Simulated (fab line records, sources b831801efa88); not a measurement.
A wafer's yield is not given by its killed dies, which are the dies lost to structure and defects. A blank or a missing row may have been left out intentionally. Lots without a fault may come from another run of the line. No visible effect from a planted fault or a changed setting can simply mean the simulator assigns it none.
2 desks, one fault | flow sfq line | what lay behind the numbers comes last; until then each desk has only its own

FOR THE TOOL OWNER'S DESK: rie metal-04
The tool's own readings at SFQ_TRILAYER_M1_BARC_OPEN_METAL_ETCH_054 (etches BARC in O2, target depth 125 nm, time 41.7 s): means of the sampled wafers that have a number, for each lot that ran on this tool. If a lot's mean is further than 4 standard deviations from the usual mean, the lot is out of limits and carries the mark OUT (the distance appears in the brackets).
Columns: A = chamber pressure mTorr at SFQ_TRILAYER_M1_BARC_OPEN_METAL_ETCH_054, usual 10.001 mTorr; B = drypump motor current A at SFQ_TRILAYER_M1_BARC_OPEN_METAL_ETCH_054, usual 5.5 A; C = he backside leak sccm at SFQ_TRILAYER_M1_BARC_OPEN_METAL_ETCH_054, usual 3.43 sccm; D = oes product au at SFQ_TRILAYER_M1_BARC_OPEN_METAL_ETCH_054, usual 0.686 a.u.
lot  | first seen here | A     | B   | C    | D
L499 | day 13 19:09    | 9.993 | 5.8 | 3.26 | 0.689
L503 | day 15 01:02    | 9.998 | 5.8 | 3.31 | 0.684
L504 | day 15 03:25    | 9.998 | 6.0 | 3.37 | 0.689
This desk's verdict: no lot among the 3 shows anything out of limits.

METROLOGY DESK
What the gauges read, lot by lot, whatever tool the lot ran on: means of the sampled wafers that have a number. If a lot's mean is further than 4 standard deviations from the usual mean, the lot is out of limits and carries the mark OUT (the distance appears in the brackets).
Columns: A = M1_NB_RS at SFQ_M1_RS_MEAS_909, usual 0.891 ohm/sq; B = M1_OVL at SFQ_M1_OVL_MEAS_911, usual -1 nm
lot  | first seen here | A     | B
L497 | day 10 05:28    | 0.886 | -10
L499 | day 10 19:49    | 0.872 | 0
L503 | day 11 19:25    | 0.910 | -9
L504 | day 12 00:10    | 0.886 | 4
L514 | day 15 11:17    | 0.875 | 1
L515 | day 15 14:55    | 0.882 | 3
This desk's verdict: no lot among the 6 shows anything out of limits.

BROUGHT TOGETHER
The tool owner's desk saw nothing out of limits.
The metrology desk saw nothing out of limits.

WHAT THE SIMULATOR HAD INSERTED
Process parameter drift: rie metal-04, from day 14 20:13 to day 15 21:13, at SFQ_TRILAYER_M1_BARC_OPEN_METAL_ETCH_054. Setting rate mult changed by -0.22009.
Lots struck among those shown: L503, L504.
